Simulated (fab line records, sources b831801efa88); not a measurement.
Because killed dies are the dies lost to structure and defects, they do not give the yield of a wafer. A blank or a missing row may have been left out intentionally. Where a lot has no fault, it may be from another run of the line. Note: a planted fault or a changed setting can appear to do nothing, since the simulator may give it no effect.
What tool caused it?    flow sky130    Sampling: 11 lots, 33 wafers, 5 of 708 route steps

## WHAT EACH GAUGE READ, for each wafer
SKY_CONTACT_THK_MEAS_03.
lot   measured      on             CONTACT_HDPCVD_THK (nm)
L607  day 32 00:18  film-metro-04  557 567 559
L608  day 32 07:41  film-metro-04  563 571 561
L609  day 32 17:01  film-metro-02  565 568 556
L611  day 33 02:26  film-metro-02  569 573 571
L613  day 33 17:16  film-metro-04  563 560 559
L615  day 34 17:40  film-metro-04  571 563 563
L616  day 34 22:29  film-metro-04  566 568 557
L617  day 35 06:19  film-metro-04  566 564 571
L618  day 35 16:46  film-metro-02  570 570 568
L620  day 36 03:17  film-metro-03  568 567 566
L627  day 38 01:31  film-metro-04  560 565 560

SKY_VIA1_CD_MEAS_12: the cd target is 150 nm.
lot   measured      on         cd-nm (nm)
L607  day 35 14:58  cd-sem-01  149.7 149.4 148.6
L608  day 35 21:50  cd-sem-02  152.6 152.6 150.7
L609  day 36 06:07  cd-sem-01  148.8 147.6 148.8
L611  day 36 14:35  cd-sem-02  148.8 150.7 149.8
L613  day 37 04:19  cd-sem-01  149.4 148.8 148.6
L615  day 38 04:08  cd-sem-02  150.8 150.5 151.3
L616  day 38 10:58  cd-sem-02  150.5 151.9 150.1
L617  day 38 16:52  cd-sem-01  151.1 150.4 151.7
L618  day 39 02:46  cd-sem-02  114.2 150.1 113.2
L620  day 39 13:55  cd-sem-02  148.7 114.1 148.0
L627  day 41 08:56  cd-sem-01  149.3 150.1 148.6

## EACH LOT AND THE TOOL THAT RAN IT (in order: tool; ch and the chambers of the sampled wafers; start)
lot   SKY_CONTACT_SPUTTER_23        SKY_METAL1_SPUTTER_03         SKY_VIA1_EXPOSE_09
L607  pvd-sputter-02, day 33 06:14  pvd-sputter-03, day 33 06:58  krf-scanner-02 ch 0, day 35 01:38
L608  pvd-sputter-03, day 33 13:24  pvd-sputter-01, day 33 14:10  krf-scanner-01 ch 0, day 35 08:43
L609  pvd-sputter-03, day 33 21:58  pvd-sputter-01, day 33 22:41  krf-scanner-02 ch 0, day 35 16:41
L611  pvd-sputter-02, day 34 07:33  pvd-sputter-04, day 34 08:16  krf-scanner-01 ch 0, day 36 01:23
L613  pvd-sputter-03, day 34 21:23  pvd-sputter-04, day 34 22:06  krf-scanner-02 ch 0, day 36 15:22
L615  pvd-sputter-03, day 35 21:05  pvd-sputter-04, day 35 21:48  krf-scanner-01 ch 0, day 37 15:35
L616  pvd-sputter-04, day 36 03:22  pvd-sputter-03, day 36 04:05  krf-scanner-02 ch 0, day 37 21:34
L617  pvd-sputter-03, day 36 10:02  pvd-sputter-04, day 36 10:46  krf-scanner-01 ch 0, day 38 03:26
L618  pvd-sputter-02, day 36 20:01  pvd-sputter-01, day 36 20:52  krf-scanner-01 ch 0, day 38 14:44
L620  pvd-sputter-04, day 37 07:26  pvd-sputter-01, day 37 08:10  krf-scanner-01 ch 0, day 39 01:07
L627  pvd-sputter-03, day 39 05:08  pvd-sputter-01, day 39 05:52  krf-scanner-02 ch 0, day 40 21:57
- SKY_CONTACT_SPUTTER_23: material TiN, target thk 20 nm, time 80 s.
- SKY_METAL1_SPUTTER_03: material Ti, target thk 5 nm, time 3.3 s.
- SKY_VIA1_EXPOSE_09: exposes mask VIM, target cd 150 nm.

## AS READ BY THE TOOLS THEMSELVES (means over the sampled wafers that have a number; for cases with no such wafer, the mark the record gives instead)
SKY_CONTACT_SPUTTER_23.
lot   tool            chamber-pressure-pa (Pa)  throttle-valve-pct (%)
L607  pvd-sputter-02  5.009                     29.7
L608  pvd-sputter-03  4.993                     29.7
L609  pvd-sputter-03  5.008                     30.3
L611  pvd-sputter-02  5.009                     28.2
L613  pvd-sputter-03  4.998                     29.8
L615  pvd-sputter-03  4.983                     29.6
L616  pvd-sputter-04  4.990                     31.2
L617  pvd-sputter-03  5.002                     30.1
L618  pvd-sputter-02  5.003                     31.6
L620  pvd-sputter-04  4.992                     30.0
L627  pvd-sputter-03  5.000                     29.4

SKY_METAL1_SPUTTER_03.
lot   tool            chamber-pressure-pa (Pa)  throttle-valve-pct (%)
L607  pvd-sputter-03  0.4005                    29.6
L608  pvd-sputter-01  0.4002                    28.9
L609  pvd-sputter-01  0.3998                    29.8
L611  pvd-sputter-04  0.3999                    29.9
L613  pvd-sputter-04  0.3998                    30.3
L615  pvd-sputter-04  0.3998                    31.2
L616  pvd-sputter-03  0.4009                    30.4
L617  pvd-sputter-04  0.4001                    30.7
L618  pvd-sputter-01  0.3997                    29.7
L620  pvd-sputter-01  0.3995                    29.9
L627  pvd-sputter-01  0.4001                    29.5

SKY_VIA1_EXPOSE_09.
lot   tool            exposure-dose-mJ-cm2
L607  krf-scanner-02  38.02
L608  krf-scanner-01  37.94
L609  krf-scanner-02  37.89
L611  krf-scanner-01  37.88
L613  krf-scanner-02  37.99
L615  krf-scanner-01  37.92
L616  krf-scanner-02  37.84
L617  krf-scanner-01  37.90
L618  krf-scanner-01  37.94
L620  krf-scanner-01  37.88
L627  krf-scanner-02  37.88

## THE ANSWER, worked out from the rows above alone
Rule: the usual values come from the lots themselves. Put in order of their means at a reading, lots are off if they are a third of the lots or fewer, leave a main group of 4 or more, and stand apart from it by a gap of 3 or more times the standard deviation of the main group's means; of several such gaps the widest counts. Not used: any main group whose means are identical at the precision the tables above print for the reading. A lot without any number at a reading at which 4 lots or more have one is off too. Where the step has rows for the other lots, those lots are counted as sound. After the gauges, taken in route order, come the tools' own readings; for these a lot's mean is taken, as printed above. The first step at which some lot is off is used, and at that step the reading that is off furthest; a lot without a number counts as furthest.
Off at SKY_VIA1_CD_MEAS_12 (cd-nm): L618, L620. For the main group the mean is 150.0 nm and the standard deviation 1.1.
If a tool, at a process step before that reading, ran all the lots that are off and no sound lot after the first of them, it fits. The gauges at SKY_VIA1_CD_MEAS_12 are tried like those tools. Can't be told from this: 2 tools fit, krf-scanner-01 at SKY_VIA1_EXPOSE_09, cd-sem-02 at SKY_VIA1_CD_MEAS_12.

## WHAT THE SIMULATOR HAD PUT IN
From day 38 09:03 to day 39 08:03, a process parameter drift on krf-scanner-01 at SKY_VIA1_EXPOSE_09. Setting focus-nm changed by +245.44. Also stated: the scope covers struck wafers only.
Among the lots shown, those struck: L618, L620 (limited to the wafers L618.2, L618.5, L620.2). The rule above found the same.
